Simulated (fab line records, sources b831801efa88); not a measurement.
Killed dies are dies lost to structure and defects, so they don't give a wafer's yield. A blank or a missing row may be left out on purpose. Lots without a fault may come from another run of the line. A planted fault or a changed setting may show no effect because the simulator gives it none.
fab line records | flow sky130
record lots=13 wafers=39 last_day=50
route steps=708 shown VT_ADJUST_HVTR@141 VT_ADJUST_PCH@150 POLY_GATE@228 LDD_N@239 PAD_OPEN@708
lots that met no fault: from a run of the same line without faults
start_h: hours from the record's first day to the start of the lot's first wafer shown | wait_h: hours since the lot's step before | " the same as in the row above | L1.1+2: a row that stands for several wafers | - no value, or no start given | * or withheld: withheld | < > ~ a bound
route shown NAME@n: a module of which the file shows steps, and the number in the route of the first | usual: mean/standard deviation of fault-free wafers | same: alike in all rows | chamber/n: place in a boat | sites: the reading at each site | _std_site: their standard deviation | _edge_site: outer sites' mean less inner sites' | radius_mm: how far each site lies from the wafer's centre | mask NAME#n: copy n | behind: the tool/chamber that last shaped the wafer | hold: why the lot was held/for how many hours/how that ended | device: the transistor (n, p or np) that didn't switch | end of line: the same wafers' tests at the end of the route | a step without rows: its recipe alone | killed: dies lost to structure and defects at the first sort, not the wafer's yield | map: a wafer's dies, x killed, . not, _ none there
set.NAME: the setting as run; set.NAME@STEP: as run at that earlier step | model.NAME: the simulator's own value behind a step, which no gauge read
steps of the route over a sample of lots; a table a step, a row a wafer
services: from which hour (start_h, from the record's first day; less than 0 if before it) a tool's chamber was out of use, for how many hours, and why
## steps
# step SKY_VT_ADJUST_HVTR_STRIP_10
# recipe chemistry=O2/N2 power_w=1400 pressure_mtorr=1500 platen_temp_c=withheld o2_flow_sccm=3000 n2_flow_sccm=300 overash_fraction=0.5
# usual drypump_motor_current_A=5.8/0.4 oes_product_au=0.716/0.0041 strip_time_to_endpoint_s=14.30/0.032
# columns lot.wafer tool chamber start_h wait_h drypump_motor_current_A oes_product_au rf_hours_counter_h strip_time_to_endpoint_s
L212.2 plasma_asher-02 1 214.16 0.1 5.4 0.716 52 14.30
L212.4 " 1 " " 5.5 0.712 - 14.29
L212.5 " 0 " " 6.3 0.720 - 14.28
L214.2 plasma_asher-03 1 232.39 0.1 5.6 0.717 11 14.29
L214.4 " 0 " " 5.9 0.719 - 14.31
L214.6 " 1 " " 5.6 0.714 - 14.30
L215.1 plasma_asher-02 0 236.64 0.1 6.3 0.708 55 14.33
L215.3 " 1 " " 5.4 0.718 - 14.29
L215.6 " 0 " " 6.3 0.719 - 14.31
L216.1 plasma_asher-03 1 244.81 0.1 5.6 0.717 13 14.29
L216.2 " 0 " " 5.9 0.711 13 14.35
L216.5 " 0 " " 5.9 0.716 - 14.37
L217.1 plasma_asher-03 1 253.54 0.1 5.6 0.707 14 14.27
L217.2 " 0 " " 5.9 0.724 14 14.29
L217.6 " 0 " " 5.9 0.716 - 14.28
L219.4 plasma_asher-03 1 274.87 0.1 5.7 0.719 - 14.29
L219.5 " 1 " " 5.6 0.717 - 14.32
L219.6 " 0 " " 5.9 0.717 - 14.31
L221.1 plasma_asher-03 0 287.71 0.1 5.9 0.723 17 14.26
L221.2 " 1 " " 5.7 0.716 17 14.24
L221.6 " 0 " " 5.9 0.708 - 14.24
L222.2 plasma_asher-02 1 299.01 0.1 5.4 0.720 61 14.30
L222.5 " 0 " " 6.3 0.713 - 14.31
L222.6 " 1 " " 5.5 0.718 - 14.29
L224.1 plasma_asher-02 0 307.03 0.1 6.3 0.719 62 14.31
L224.5 " 0 " " 6.3 0.718 - 14.35
L224.6 " 1 " " 5.4 0.710 - 14.31
L228.3 plasma_asher-03 1 344.07 0.1 5.7 0.714 - 14.27
L228.4 " 0 " " 5.9 0.714 - 14.29
L228.5 " 1 " " 5.6 0.718 - 14.29
L231.3 plasma_asher-01 0 358.17 0.1 6.4 0.714 - 14.28
L231.4 " 1 " " 5.0 0.710 - 14.27
L231.5 " 0 " " 6.4 0.723 - 14.27
L232.2 plasma_asher-01 1 368.58 0.1 5.0 0.718 66 14.35
L232.3 " 0 " " 6.4 0.712 - 14.31
L232.4 " 1 " " 5.0 0.714 - 14.35
L233.1 plasma_asher-03 1 372.54 0.1 5.6 0.723 26 14.31
L233.3 " 0 " " 5.9 0.720 - 14.34
L233.5 " 0 " " 5.9 0.718 - 14.31
# step SKY_VT_ADJUST_PCH_OVL_MEAS_07
# usual VT_ADJUST_PCH_OVL=-0.9/1.3
# columns lot.wafer tool chamber start_h wait_h VT_ADJUST_PCH_OVL[nm]
L212.2 overlay-01 - 236.81 - -2.1
L212.4 " - " " -1.8
L212.5 " - " " -1.5
L214.2 overlay-01 - 256.05 - -0.7
L214.4 " - " " 0.5
L214.6 " - " " 0.2
L215.1 overlay-02 - 260.14 - -0.6
L215.3 " - " " -2.3
L215.6 " - " " -0.1
L216.1 overlay-02 - 268.49 - -2.3
L216.2 " - " " -1.8
L216.5 " - " " -2.8
L217.1 overlay-01 - 277.90 - -0.4
L217.2 " - " " -0.5
L217.6 " - " " -0.9
L219.4 overlay-02 - 299.51 - -0.9
L219.5 " - " " -1.8
L219.6 " - " " -2.0
L221.1 overlay-02 - 313.56 - -1.4
L221.2 " - " " -3.7
L221.6 " - " " -1.8
L222.2 overlay-02 - 324.69 - -4.1
L222.5 " - " " -4.6
L222.6 " - " " -2.2
L224.1 overlay-02 - 334.16 - 1.4
L224.5 " - " " 1.4
L224.6 " - " " 0.0
L228.3 overlay-02 - 372.11 - -0.9
L228.4 " - " " -0.8
L228.5 " - " " -1.4
L231.3 overlay-02 - 386.30 - -0.5
L231.4 " - " " -1.3
L231.5 " - " " -1.7
L232.2 overlay-02 - 395.94 - -1.4
L232.3 " - " " 1.1
L232.4 " - " " -0.9
L233.1 overlay-01 - 400.14 - -0.5
L233.3 " - " " -1.0
L233.5 " - " " -0.1
# step SKY_POLY_GATE_OVL_MEAS_14
# usual POLY_GATE_OVL=-1/5.7
# columns lot.wafer tool chamber start_h wait_h POLY_GATE_OVL[nm]
L212.2 overlay-01 - 383.30 0.1 9
L212.4 " - " " 8
L212.5 " - " " 5
L214.2 overlay-02 - 402.01 0.1 -3
L214.4 " - " " -2
L214.6 " - " " 1
L215.1 overlay-01 - 404.75 0.1 -7
L215.3 " - " " 0
L215.6 " - " " 3
L216.1 overlay-02 - 415.41 0.1 6
L216.2 " - " " -1
L216.5 " - " " 6
L217.1 overlay-02 - 450.90 0.1 2
L217.2 " - " " -6
L217.6 " - " " -7
L219.4 overlay-01 - 461.67 0.1 5
L219.5 " - " " 1
L219.6 " - " " 1
L221.1 overlay-01 - 481.85 0.1 0
L221.2 " - " " 7
L221.6 " - " " 3
L222.2 overlay-01 - 494.55 0.1 -4
L222.5 " - " " -1
L222.6 " - " " -4
L224.1 overlay-02 - 503.31 0.1 8
L224.5 " - " " 9
L224.6 " - " " 8
L228.3 overlay-02 - 546.08 0.1 -3
L228.4 " - " " -4
L228.5 " - " " -2
L231.3 overlay-01 - 558.18 0.1 3
L231.4 " - " " -4
L231.5 " - " " 2
L232.2 overlay-02 - 567.21 0.1 -7
L232.3 " - " " -9
L232.4 " - " " -3
L233.1 overlay-02 - 568.56 0.1 3
L233.3 " - " " -5
L233.5 " - " " -6
# step SKY_LDD_N_COAT_02
# recipe resist=NOVOLAK spin_rpm=3000 resist_thk_nm=300
# usual spin_speed_rpm=3000.2/2
# columns lot.wafer tool chamber start_h wait_h spin_speed_rpm
L212.2 litho_track-04 0 404.95 0.1 2997.3
L212.4 " 0 " " 3001.4
L212.5 " 0 " " 3000.5
L214.2 litho_track-02 0 425.87 0.1 3000.2
L214.4 " 0 " " 3002.0
L214.6 " 0 " " 3000.5
L215.1 litho_track-01 0 426.01 0.1 3000.5
L215.3 " 0 " " 3002.1
L215.6 " 0 " " 2998.3
L216.1 litho_track-02 0 439.49 0.1 2998.8
L216.2 " 0 " " 2997.9
L216.5 " 0 " " 3001.0
L217.1 litho_track-01 0 470.96 0.1 3001.9
L217.2 " 0 " " 3002.8
L217.6 " 0 " " 3001.8
L219.4 litho_track-01 0 483.58 0.1 3002.5
L219.5 " 0 " " 2996.3
L219.6 " 0 " " 3001.2
L221.1 litho_track-02 0 500.84 0.1 2929.4
L221.2 " 0 " " 2931.1
L221.6 " 0 " " 2929.3
L222.2 litho_track-02 0 511.57 0.1 2930.7
L222.5 " 0 " " 2931.8
L222.6 " 0 " " 2931.9
L224.1 litho_track-04 0 520.98 0.1 3002.4
L224.5 " 0 " " 2999.8
L224.6 " 0 " " 2999.3
L228.3 litho_track-04 0 563.43 0.1 2997.2
L228.4 " 0 " " 2996.7
L228.5 " 0 " " 2997.2
L231.3 litho_track-01 0 575.86 0.1 2999.4
L231.4 " 0 " " 3004.1
L231.5 " 0 " " 2998.7
L232.2 litho_track-02 0 583.37 0.1 3000.6
L232.3 " 0 " " 2996.1
L232.4 " 0 " " 2999.6
L233.1 litho_track-02 0 585.14 0.1 2997.7
L233.3 " 0 " " 3001.1
L233.5 " 0 " " 3002.5
# step SKY_PAD_OPEN_PROBE_99
# usual killed_at_M0_to_M3=44/6.9 killed_at_M4_up=3.3/1.7 killed_at_contacts=24/4.7 killed_at_front_end=15/4.5 killed_at_other=0.2/0.49 killed_dies=86/8.4 killed_open=47/6.5 killed_short=39/6
# same gross_dies=492 killed_at_back_side=0
# columns lot.wafer tool chamber start_h wait_h killed_at_M0_to_M3 killed_at_M4_up killed_at_contacts killed_at_front_end killed_at_other killed_dies killed_open killed_short
L212.2 prober-02 - 1080.72 0.1 47 1 21 15 1 85 42 43
L212.4 prober-02 - 1080.82 0.2 47 4 27 20 0 98 53 45
L212.5 prober-02 - 1080.87 0.2 45 3 23 20 0 91 48 43
L214.2 prober-01 - 1101.48 0.1 46 2 26 19 0 93 58 35
L214.4 prober-01 - 1101.58 0.2 47 2 21 13 0 83 53 30
L214.6 prober-01 - 1101.68 0.2 37 4 26 12 1 80 49 31
L215.1 prober-02 - 1101.68 0.1 31 6 23 14 0 74 36 38
L215.3 prober-02 - 1101.78 0.2 44 2 20 19 0 85 42 43
L215.6 prober-02 - 1101.93 0.2 36 5 27 10 0 78 48 30
L216.1 prober-01 - 1108.03 0.1 54 2 24 20 0 100 58 42
L216.2 prober-01 - 1108.08 0.1 41 2 24 12 0 79 48 31
L216.5 prober-01 - 1108.23 0.2 32 2 27 12 1 74 48 26
L217.1 prober-01 - 1129.34 0.1 37 2 31 15 1 86 54 32
L217.2 prober-01 - 1129.39 0.1 37 1 20 25 1 84 40 44
L217.6 prober-01 - 1129.59 0.2 41 4 16 16 0 77 36 41
L219.4 prober-01 - 1136.09 0.2 41 3 23 15 0 82 50 32
L219.5 prober-01 - 1136.14 0.2 52 2 11 14 0 79 36 43
L219.6 prober-01 - 1136.19 0.2 44 3 26 14 0 87 49 38
L221.1 prober-01 - 1147.46 0.1 46 3 19 11 0 79 41 38
L221.2 prober-01 - 1147.51 0.1 43 4 14 18 0 79 45 34
L221.6 prober-01 - 1147.71 0.2 46 5 24 13 0 88 52 36
L222.2 prober-02 - 1154.44 0.1 36 0 27 15 0 78 38 40
L222.5 prober-02 - 1154.59 0.2 37 2 27 15 0 81 48 33
L222.6 prober-02 - 1154.64 0.2 39 3 22 10 0 74 44 30
L224.1 prober-01 - 1162.35 0.1 50 2 25 8 0 85 46 39
L224.5 prober-01 - 1162.55 0.2 35 0 27 13 0 75 46 29
L224.6 prober-01 - 1162.60 0.2 47 2 24 12 0 85 52 33
L228.3 prober-01 - 1186.03 0.2 34 4 26 21 0 85 55 30
L228.4 prober-01 - 1186.08 0.2 40 3 26 25 0 94 47 47
L228.5 prober-01 - 1186.13 0.2 44 3 21 18 0 86 40 46
L231.3 prober-01 - 1192.16 0.2 37 3 23 18 0 81 40 41
L231.4 prober-01 - 1192.21 0.2 37 5 25 19 0 86 49 37
L231.5 prober-01 - 1192.26 0.2 36 4 22 21 1 84 44 40
L232.2 prober-02 - 1195.52 0.1 56 3 30 15 0 104 53 51
L232.3 prober-02 - 1195.57 0.2 37 7 19 15 0 78 41 37
L232.4 prober-02 - 1195.62 0.2 44 3 25 16 0 88 48 40
L233.1 prober-01 - 1196.88 0.1 58 6 20 17 0 101 47 54
L233.3 prober-01 - 1196.98 0.2 48 3 27 16 0 94 56 38
L233.5 prober-01 - 1197.08 0.2 33 5 13 16 0 67 36 31
# killed by level:class
L212.2 METAL1:geometric_particle:short=8 VIA3:geometric_particle:open=8 LI_CONTACT:geometric_particle:open=6 METAL2:geometric_particle:short=6 VIA1:geometric_particle:open=6 LI_CONTACT:geometric_particle:short=5 VIA2:geometric_particle:open=5 POLY_GATE:geometric_particle:open=4
L212.4 LI_CONTACT:geometric_particle:open=10 FIELD_ISO:geometric_particle:short=9 CONTACT:geometric_particle:open=9 VIA1:geometric_particle:open=9 VIA2:geometric_particle:open=9 VIA3:geometric_particle:short=8 POLY_GATE:geometric_particle:short=5 LOCAL_INTERCONNECT:geometric_particle:short=5
L212.5 VIA2:geometric_particle:open=10 METAL1:geometric_particle:short=9 VIA1:geometric_particle:open=8 POLY_GATE:geometric_particle:short=7 CONTACT:geometric_particle:open=6 FIELD_ISO:geometric_particle:short=4 LI_CONTACT:geometric_particle:open=4 LOCAL_INTERCONNECT:geometric_particle:short=4
L214.2 VIA1:geometric_particle:open=15 CONTACT:geometric_particle:open=9 VIA2:geometric_particle:open=8 VIA3:geometric_particle:open=7 LI_CONTACT:geometric_particle:open=6 CONTACT:geometric_particle:short=6 METAL2:geometric_particle:short=6 FIELD_ISO:geometric_particle:open=5
L214.4 VIA1:geometric_particle:open=13 CONTACT:geometric_particle:open=11 VIA3:geometric_particle:open=8 METAL2:geometric_particle:short=5 FIELD_ISO:geometric_particle:open=4 LOCAL_INTERCONNECT:geometric_particle:open=4 VIA1:geometric_particle:short=4 VIA2:geometric_particle:open=4
L214.6 CONTACT:geometric_particle:open=11 VIA2:geometric_particle:open=8 FIELD_ISO:geometric_particle:open=6 LI_CONTACT:geometric_particle:open=6 VIA1:geometric_particle:open=6 METAL4:geometric_particle:short=4 LI_CONTACT:geometric_particle:short=4 CONTACT:geometric_particle:short=4
L215.1 LI_CONTACT:geometric_particle:open=7 CONTACT:geometric_particle:open=7 VIA1:geometric_particle:short=6 VIA1:geometric_particle:open=5 FIELD_ISO:geometric_particle:short=4 METAL1:geometric_particle:short=4 LOCAL_INTERCONNECT:geometric_particle:short=4 VIA2:geometric_particle:short=4
L215.3 CONTACT:geometric_particle:open=7 VIA3:geometric_particle:open=7 METAL1:geometric_particle:short=6 VIA1:geometric_particle:open=6 VIA2:geometric_particle:open=6 POLY_GATE:geometric_particle:short=5 LI_CONTACT:geometric_particle:short=5 METAL2:geometric_particle:short=5
L215.6 LI_CONTACT:geometric_particle:open=9 VIA2:geometric_particle:open=9 CONTACT:geometric_particle:open=8 VIA3:geometric_particle:open=7 LOCAL_INTERCONNECT:geometric_particle:short=5 VIA1:geometric_particle:short=4 VIA1:geometric_particle:open=4 METAL3:geometric_particle:short=4
L216.1 VIA1:geometric_particle:open=19 LI_CONTACT:geometric_particle:open=8 VIA2:geometric_particle:open=8 CONTACT:geometric_particle:open=7 FIELD_ISO:geometric_particle:open=6 FIELD_ISO:geometric_particle:short=6 VIA3:geometric_particle:open=5 VIA1:geometric_particle:short=5
L216.2 CONTACT:geometric_particle:open=12 VIA1:geometric_particle:open=11 VIA1:geometric_particle:short=8 VIA3:geometric_particle:open=8 CONTACT:geometric_particle:short=6 LI_CONTACT:geometric_particle:open=4 VIA2:geometric_particle:open=4 FIELD_ISO:geometric_particle:open=3
L216.5 CONTACT:geometric_particle:open=11 LI_CONTACT:geometric_particle:open=8 VIA1:geometric_particle:open=7 VIA2:geometric_particle:open=6 VIA1:geometric_particle:short=5 VIA3:geometric_particle:open=5 FIELD_ISO:geometric_particle:short=4 POLY_GATE:geometric_particle:open=3
L217.1 CONTACT:geometric_particle:open=14 LI_CONTACT:geometric_particle:open=9 VIA1:geometric_particle:open=9 POLY_GATE:geometric_particle:open=6 LI_CONTACT:geometric_particle:short=5 METAL1:geometric_particle:short=5 METAL3:geometric_particle:short=4 METAL2:geometric_particle:short=4
L217.2 VIA1:geometric_particle:open=9 FIELD_ISO:geometric_particle:open=8 FIELD_ISO:geometric_particle:short=8 METAL1:geometric_particle:short=8 METAL2:geometric_particle:short=5 CONTACT:geometric_particle:short=5 VIA2:geometric_particle:open=5 LI_CONTACT:geometric_particle:open=4
L217.6 VIA1:geometric_particle:open=9 CONTACT:geometric_particle:short=5 CONTACT:geometric_particle:open=5 METAL1:geometric_particle:short=5 VIA3:geometric_particle:open=5 METAL2:geometric_particle:short=5 FIELD_ISO:geometric_particle:short=4 POLY_GATE:geometric_particle:open=4
L219.4 LI_CONTACT:geometric_particle:open=8 CONTACT:geometric_particle:open=8 METAL2:geometric_particle:short=7 METAL1:geometric_particle:short=7 VIA2:geometric_particle:open=7 FIELD_ISO:geometric_particle:open=5 VIA1:geometric_particle:open=5 POLY_GATE:geometric_particle:open=4
L219.5 METAL2:geometric_particle:short=12 VIA1:geometric_particle:open=7 LI_CONTACT:geometric_particle:open=6 VIA2:geometric_particle:open=6 VIA1:geometric_particle:short=6 VIA3:geometric_particle:open=6 FIELD_ISO:geometric_particle:short=5 METAL1:geometric_particle:short=5
L219.6 VIA1:geometric_particle:open=10 VIA2:geometric_particle:open=8 LI_CONTACT:geometric_particle:open=6 VIA3:geometric_particle:open=6 LOCAL_INTERCONNECT:geometric_particle:short=6 CONTACT:geometric_particle:short=6 CONTACT:geometric_particle:open=6 METAL1:geometric_particle:short=6
L221.1 VIA1:geometric_particle:open=11 VIA2:geometric_particle:open=6 METAL2:geometric_particle:short=6 VIA3:geometric_particle:open=6 LI_CONTACT:geometric_particle:open=4 CONTACT:geometric_particle:short=4 CONTACT:geometric_particle:open=4 VIA1:geometric_particle:short=4
L221.2 VIA1:geometric_particle:open=12 VIA3:geometric_particle:open=8 FIELD_ISO:geometric_particle:open=5 FIELD_ISO:geometric_particle:short=5 METAL2:geometric_particle:short=5 LI_CONTACT:geometric_particle:open=4 CONTACT:geometric_particle:open=4 POLY_GATE:geometric_particle:open=3
L221.6 LI_CONTACT:geometric_particle:open=10 VIA2:geometric_particle:open=9 VIA1:geometric_particle:open=8 CONTACT:geometric_particle:open=8 METAL2:geometric_particle:short=7 VIA3:geometric_particle:open=6 METAL1:geometric_particle:short=5 CONTACT:geometric_particle:short=5
L222.2 CONTACT:geometric_particle:open=9 VIA1:geometric_particle:open=8 CONTACT:geometric_particle:short=7 POLY_GATE:geometric_particle:short=6 VIA1:geometric_particle:short=6 VIA3:geometric_particle:open=6 LI_CONTACT:geometric_particle:open=5 VIA2:geometric_particle:open=5
L222.5 CONTACT:geometric_particle:open=9 VIA3:geometric_particle:open=8 VIA2:geometric_particle:open=8 LOCAL_INTERCONNECT:geometric_particle:short=7 FIELD_ISO:geometric_particle:open=6 LI_CONTACT:geometric_particle:open=6 VIA1:geometric_particle:open=5 METAL3:geometric_particle:short=5
L222.6 LI_CONTACT:geometric_particle:open=11 VIA1:geometric_particle:open=10 VIA2:geometric_particle:open=6 VIA3:geometric_particle:open=5 CONTACT:geometric_particle:open=4 METAL1:geometric_particle:short=4 VIA1:geometric_particle:short=4 POLY_GATE:geometric_particle:short=3
L224.1 VIA1:geometric_particle:open=14 LI_CONTACT:geometric_particle:open=8 VIA1:geometric_particle:short=8 CONTACT:geometric_particle:open=7 METAL1:geometric_particle:short=5 LOCAL_INTERCONNECT:geometric_particle:short=5 VIA3:geometric_particle:open=5 LI_CONTACT:geometric_particle:short=4
L224.5 VIA1:geometric_particle:open=9 LI_CONTACT:geometric_particle:open=8 VIA2:geometric_particle:open=8 CONTACT:geometric_particle:open=7 METAL1:geometric_particle:short=7 CONTACT:geometric_particle:short=5 LI_CONTACT:geometric_particle:short=4 FIELD_ISO:geometric_particle:open=3
L224.6 VIA1:geometric_particle:open=11 LI_CONTACT:geometric_particle:open=10 VIA2:geometric_particle:open=10 VIA1:geometric_particle:short=6 FIELD_ISO:geometric_particle:open=5 CONTACT:geometric_particle:open=4 VIA3:geometric_particle:open=4 POLY_GATE:geometric_particle:short=3
L228.3 CONTACT:geometric_particle:open=13 VIA1:geometric_particle:open=11 LI_CONTACT:geometric_particle:open=7 VIA2:geometric_particle:open=7 FIELD_ISO:geometric_particle:short=5 VIA1:geometric_particle:short=5 FIELD_ISO:geometric_particle:open=4 VIA3:geometric_particle:open=4
L228.4 CONTACT:geometric_particle:open=8 VIA1:geometric_particle:open=8 POLY_GATE:geometric_particle:short=7 LI_CONTACT:geometric_particle:open=6 VIA1:geometric_particle:short=6 FIELD_ISO:geometric_particle:short=5 LOCAL_INTERCONNECT:geometric_particle:short=5 POLY_GATE:geometric_particle:open=5
L228.5 METAL1:geometric_particle:short=7 LI_CONTACT:geometric_particle:short=6 VIA1:geometric_particle:open=6 VIA3:geometric_particle:open=6 CONTACT:geometric_particle:short=5 FIELD_ISO:geometric_particle:open=4 CONTACT:geometric_particle:open=4 POLY_GATE:geometric_particle:short=4
L231.3 CONTACT:geometric_particle:open=12 VIA2:geometric_particle:short=7 VIA1:geometric_particle:open=5 METAL2:geometric_particle:short=5 VIA2:geometric_particle:open=5 POLY_GATE:geometric_particle:open=4 LI_CONTACT:geometric_particle:open=4 CONTACT:geometric_particle:short=4
L231.4 CONTACT:geometric_particle:open=10 VIA1:geometric_particle:open=8 FIELD_ISO:geometric_particle:short=7 VIA2:geometric_particle:open=7 VIA3:geometric_particle:open=6 FIELD_ISO:geometric_particle:open=5 VIA3:geometric_particle:short=5 LI_CONTACT:geometric_particle:open=5
L231.5 VIA1:geometric_particle:open=11 LI_CONTACT:geometric_particle:open=7 POLY_GATE:geometric_particle:open=6 CONTACT:geometric_particle:open=6 VIA2:geometric_particle:open=6 FIELD_ISO:geometric_particle:short=4 POLY_GATE:geometric_particle:short=4 CONTACT:geometric_particle:short=4
L232.2 VIA1:geometric_particle:open=15 CONTACT:geometric_particle:open=11 METAL1:geometric_particle:short=8 FIELD_ISO:geometric_particle:short=7 LI_CONTACT:geometric_particle:open=7 VIA3:geometric_particle:open=7 VIA1:geometric_particle:short=6 CONTACT:geometric_particle:short=5
L232.3 CONTACT:geometric_particle:open=11 METAL1:geometric_particle:short=7 VIA1:geometric_particle:open=7 POLY_GATE:geometric_particle:short=6 VIA3:geometric_particle:short=6 METAL4:geometric_particle:short=6 LI_CONTACT:geometric_particle:open=5 VIA3:geometric_particle:open=5
L232.4 LI_CONTACT:geometric_particle:open=9 CONTACT:geometric_particle:open=9 VIA1:geometric_particle:open=8 VIA1:geometric_particle:short=7 FIELD_ISO:geometric_particle:open=5 METAL1:geometric_particle:short=5 VIA3:geometric_particle:open=5 VIA3:geometric_particle:short=5
L233.1 VIA1:geometric_particle:open=13 VIA1:geometric_particle:short=10 VIA3:geometric_particle:open=9 LI_CONTACT:geometric_particle:open=7 CONTACT:geometric_particle:short=6 METAL4:geometric_particle:short=6 POLY_GATE:geometric_particle:open=5 METAL1:geometric_particle:short=5
L233.3 VIA1:geometric_particle:open=19 CONTACT:geometric_particle:open=12 METAL1:geometric_particle:short=8 CONTACT:geometric_particle:short=6 FIELD_ISO:geometric_particle:open=5 LI_CONTACT:geometric_particle:open=5 VIA1:geometric_particle:short=4 VIA2:geometric_particle:open=4
L233.5 VIA2:geometric_particle:open=8 VIA1:geometric_particle:open=8 FIELD_ISO:geometric_particle:short=6 METAL2:geometric_particle:short=5 LI_CONTACT:geometric_particle:open=5 METAL1:geometric_particle:short=5 POLY_GATE:geometric_particle:open=4 CONTACT:geometric_particle:open=4
## services
# columns tool chamber start_h hours kind
plasma_asher-01 - 228.18 14.6 pm
plasma_asher-02 - 252.73 0.9 repair
plasma_asher-01 - 271.71 2.8 pm
plasma_asher-03 - 281.94 2.9 repair
plasma_asher-03 - 283.02 4.3 repair
plasma_asher-01 - 284.23 0.6 repair
plasma_asher-01 - 308.17 28.1 pm
plasma_asher-02 - 421.25 9.0 pm
plasma_asher-02 0 421.25 9.0 vent_cycle
plasma_asher-02 1 421.25 9.0 vent_cycle
plasma_asher-02 0 430.25 - clean
plasma_asher-02 1 430.25 - clean
plasma_asher-01 - 440.68 2.9 repair
plasma_asher-02 - 502.00 13.2 repair
## key
first_sign step=SKY_LDD_N_COAT_02 reading=spin_speed_rpm direction=down sigmas=35 usual=3000.2 struck=2930.7
effect none on later readings
met_at SKY_LDD_N_COAT_02
struck_lots L221,L222
tester_left_out L221,L222
not_acting_at SKY_VT_ADJUST_HVTR_STRIP_10,SKY_VT_ADJUST_PCH_OVL_MEAS_07,SKY_POLY_GATE_OVL_MEAS_14
onset_between 439.49 500.84
fault kind=process_parameter_drift tool=litho_track-02 chamber=- onset_h=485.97 steps=SKY_LDD_N_COAT_02 channel=spin_rpm offset=-70.673 shape=step end_h=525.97 acts_in=these_recipes_only stated=3000
# tester_left_out: of these lots the tester's yield and bins aren't shown, on N5 and GAA mostly nor the transistor test; their killed dies are dies lost to structure and defects alone, not to doping, threshold or leakage, so they don't give the yield
